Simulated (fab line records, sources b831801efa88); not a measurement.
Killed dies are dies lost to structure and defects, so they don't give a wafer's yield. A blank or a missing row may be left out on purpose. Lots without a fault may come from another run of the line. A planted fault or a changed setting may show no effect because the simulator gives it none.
Chamber matching | flow gf180mcu | GF_CONTACT_CMP_04 on cmp-02: 4 sister chambers
The step polishes SiO2. 4 wafers are shown with their chamber, then 7 later ones without.

WAFERS WITH THEIR CHAMBER
wafer  | chamber | motor_current_A (A)
L771.6 | 3       | 11.7
L783.2 | 1       | 10.4
L786.1 | 0       | 10.2
L786.3 | 2       | 12.0

WAFERS WITHOUT THEIR CHAMBER
wafer  | motor_current_A (A)
L786.4 | 11.8
L787.1 | 11.0
L787.2 | 12.3
L787.4 | 11.8
L788.2 | 11.1
L788.5 | 12.2
L788.6 | 12.6

WHICH CHAMBER EACH WENT THROUGH
wafer  | from the rows above               | in truth
L786.4 | can't be placed: 3 or 2           | 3
L787.1 | can't be placed: 1 or 3 or 0 or 2 | 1
L787.2 | can't be placed: 2 or 3           | 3
L787.4 | can't be placed: 3 or 2           | 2
L788.2 | can't be placed: 3 or 1 or 0 or 2 | 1
L788.5 | can't be placed: 2 or 3           | 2
L788.6 | can't be placed: 2 or 3           | 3
Placed correctly: 0 of 7. Can't be placed from these rows: 7 (the true chamber is among the candidates in 7). Placed wrongly: 0.
How it was worked out, from the rows above alone: a wafer's distance from a chamber is the root of the sum, over the readings, of the square of ((its reading less the chamber's mean) divided by the reading's scatter). The wafer belongs to the nearest chamber; if the next one is less than 2 further off, it can't be placed. A chamber's mean is the mean of its shown wafers. The scatter: with one shown wafer a chamber, the root of the mean of the squares of how far each hidden wafer lies from its nearest shown one.
